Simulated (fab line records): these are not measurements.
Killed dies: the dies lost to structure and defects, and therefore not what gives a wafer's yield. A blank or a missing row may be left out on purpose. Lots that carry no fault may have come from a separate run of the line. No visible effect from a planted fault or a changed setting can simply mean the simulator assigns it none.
The tool behind it: which one?    flow gf180mcu    42 wafers from 14 lots sampled at 5 of the route's 602 steps

WHAT THE GAUGES READ, wafer by wafer
GF_LVPWELL_TW_MEAS_11. Usual: LVPWELL_TW 561, standard deviation 3.6.
lot   measured     on             LVPWELL_TW   flag
L177  day 3 21:25  film_metro-04  561 563 565  
L179  day 4 08:17  film_metro-03  561 563 558  
L180  day 4 14:18  film_metro-03  558 555 557  
L181  day 4 18:22  film_metro-04  568 566 566  
L182  day 4 23:18  film_metro-03  557 557 559  
L183  day 5 05:37  film_metro-02  563 557 558  
L185  day 5 20:19  film_metro-03  556 555 556  
L188  day 6 13:41  film_metro-03  556 559 554  
L187  day 6 14:22  film_metro-02  566 561 563  
L191  day 7 07:10  film_metro-03  561 559 565  
L192  day 7 13:55  film_metro-02  564 563 567  
L195  day 8 07:07  film_metro-03  558 560 561  
L198  day 9 01:12  film_metro-03  558 561 561  
L199  day 9 02:31  film_metro-02  560 560 562  

GF_VT_IMPLANT_TW_MEAS_32. Usual: VT_IMPLANT_3_TW 270.6, standard deviation 1.8.
lot   measured      on             VT_IMPLANT_3_TW    flag
L177  day 6 19:03   film_metro-04  273.7 273.0 273.6  
L179  day 7 09:20   film_metro-04  274.0 274.6 274.3  
L180  day 7 16:50   film_metro-04  273.4 272.3 272.2  
L181  day 7 22:34   film_metro-01  269.9 268.5 269.9  
L182  day 8 03:49   film_metro-01  268.1 267.9 267.4  
L183  day 8 10:52   film_metro-04  269.4 269.2 269.6  
L185  day 9 03:26   film_metro-04  269.5 268.4 269.4  
L188  day 9 22:50   film_metro-01  270.6 272.6 271.0  
L187  day 10 00:07  film_metro-01  269.2 271.1 270.2  
L191  day 10 20:22  film_metro-03  271.7 272.3 272.4  
L192  day 11 04:38  film_metro-04  270.8 269.3 269.8  
L195  day 11 23:34  film_metro-01  269.8 270.4 269.6  
L198  day 12 21:48  film_metro-04  271.1 271.2 272.3  
L199  day 12 22:58  film_metro-03  273.6 272.4 270.4  

GF_VT_IMPLANT_OVL_MEAS_40. Usual: VT_IMPLANT_03_OVL -0.3 nm, standard deviation 1.2.
lot   measured      on          VT_IMPLANT_03_OVL (nm)  flag
L177  day 7 10:22   overlay-02  -0.3 1.4 0.7            
L179  day 8 01:14   overlay-01  0.2 0.6 0.3             
L180  day 8 08:37   overlay-01  -0.3 -1.5 -0.9          
L181  day 8 15:04   overlay-01  -1.3 -0.9 -0.6          
L182  day 8 20:22   overlay-01  -0.1 0.0 -0.6           
L183  day 9 03:17   overlay-02  -0.6 2.1 1.1            
L185  day 9 20:58   overlay-01  0.2 -0.1 -0.2           
L188  day 10 16:11  overlay-01  0.3 1.3 0.2             
L187  day 10 17:26  overlay-02  -1.4 -0.1 -0.7          
L191  day 11 14:44  overlay-01  1.7 1.1 0.4             
L192  day 11 22:49  overlay-01  156.1 156.7 155.2       OFF
L195  day 12 18:15  overlay-02  0.6 1.0 0.7             
L198  day 13 18:21  overlay-02  156.9 156.9 157.0       OFF
L199  day 13 19:19  overlay-02  1.6 0.6 0.1             

GF_VT_IMPLANT_RS_MEAS_49: a four-point-probe measurement. Usual: MVPSD_RS 1168 ohm/sq, standard deviation 3.9.
lot   measured      on             MVPSD_RS (ohm/sq)  flag
L177  day 7 11:13   film_metro-03  1160 1162 1160     
L179  day 8 02:05   film_metro-03  1169 1169 1169     
L180  day 8 09:29   film_metro-04  1166 1165 1163     
L181  day 8 15:56   film_metro-03  1172 1174 1174     
L182  day 8 21:15   film_metro-02  1173 1174 1177     
L183  day 9 04:12   film_metro-04  1168 1167 1165     
L185  day 9 21:53   film_metro-02  1172 1172 1169     
L188  day 10 17:05  film_metro-02  1175 1173 1176     
L187  day 10 18:18  film_metro-03  1166 1171 1170     
L191  day 11 15:36  film_metro-03  1165 1166 1169     
L192  day 11 23:41  film_metro-03  1166 1167 1167     
L195  day 12 19:07  film_metro-03  1163 1165 1164     
L198  day 13 19:13  film_metro-04  1173 1171 1169     
L199  day 13 20:12  film_metro-03  1167 1167 1166     

EACH LOT AND THE TOOL THAT RAN IT (in order: tool; ch and the chambers of the sampled wafers; start)
lot   GF_VT_IMPLANT_EXPOSE_37
L177  iline_stepper-01 ch 0, day 7 02:20
L179  iline_stepper-01 ch 0, day 7 17:11
L180  iline_stepper-01 ch 0, day 8 00:56
L181  iline_stepper-01 ch 0, day 8 06:56
L182  iline_stepper-01 ch 0, day 8 12:01
L183  iline_stepper-01 ch 0, day 8 19:23
L185  iline_stepper-01 ch 0, day 9 12:40
L188  iline_stepper-02 ch 0, day 10 07:40
L187  iline_stepper-02 ch 0, day 10 09:11
L191  iline_stepper-01 ch 0, day 11 05:38
L192  iline_stepper-01 ch 0, day 11 13:29
L195  iline_stepper-02 ch 0, day 12 08:21
L198  iline_stepper-01 ch 0, day 13 07:30
L199  iline_stepper-02 ch 0, day 13 08:25
- GF_VT_IMPLANT_EXPOSE_37: exposes mask Nwell HV AREA, target cd 860 nm.

WHAT THE TOOLS THEMSELVES READ (means of the sampled wafers that have a number; where no wafer has one, the mark that the record gives instead)
The record holds no such reading with a usual standard deviation.

THE ANSWER, worked out from the rows above alone
Rule: a lot is off if the mean of its wafers that have a number lies more than 3 standard deviations from the usual mean. A lot without any number at a reading at which 4 lots or more have one is off too. All remaining lots with rows at the step are treated as sound. After the gauges, taken in route order, come the tools' own readings; for these a lot's mean is taken, as printed above. At the first step where some lot is off, the reading lying furthest off is the one used; lots without a number count as furthest.
Off: L192, L198, at GF_VT_IMPLANT_OVL_MEAS_40 (VT_IMPLANT_03_OVL).
A tool fits if, at a process step before that reading, it ran every lot that is off, and no sound lot after the first of them. Those tools and the gauges at GF_VT_IMPLANT_OVL_MEAS_40 are tried in the same way. One fits: GF_VT_IMPLANT_EXPOSE_37 on iline_stepper-01. A fault onset in the window from L191 (day 11 05:38, its last sound lot) to L192 (day 11 13:29, its first lot off) fits.

WHAT THE SIMULATOR HAD INSERTED
Scanner matching overlay: iline_stepper-01, from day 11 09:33 on, at GF_VT_IMPLANT_EXPOSE_37. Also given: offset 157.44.
Lots struck among those shown: L192, L198. The rule above found the same.
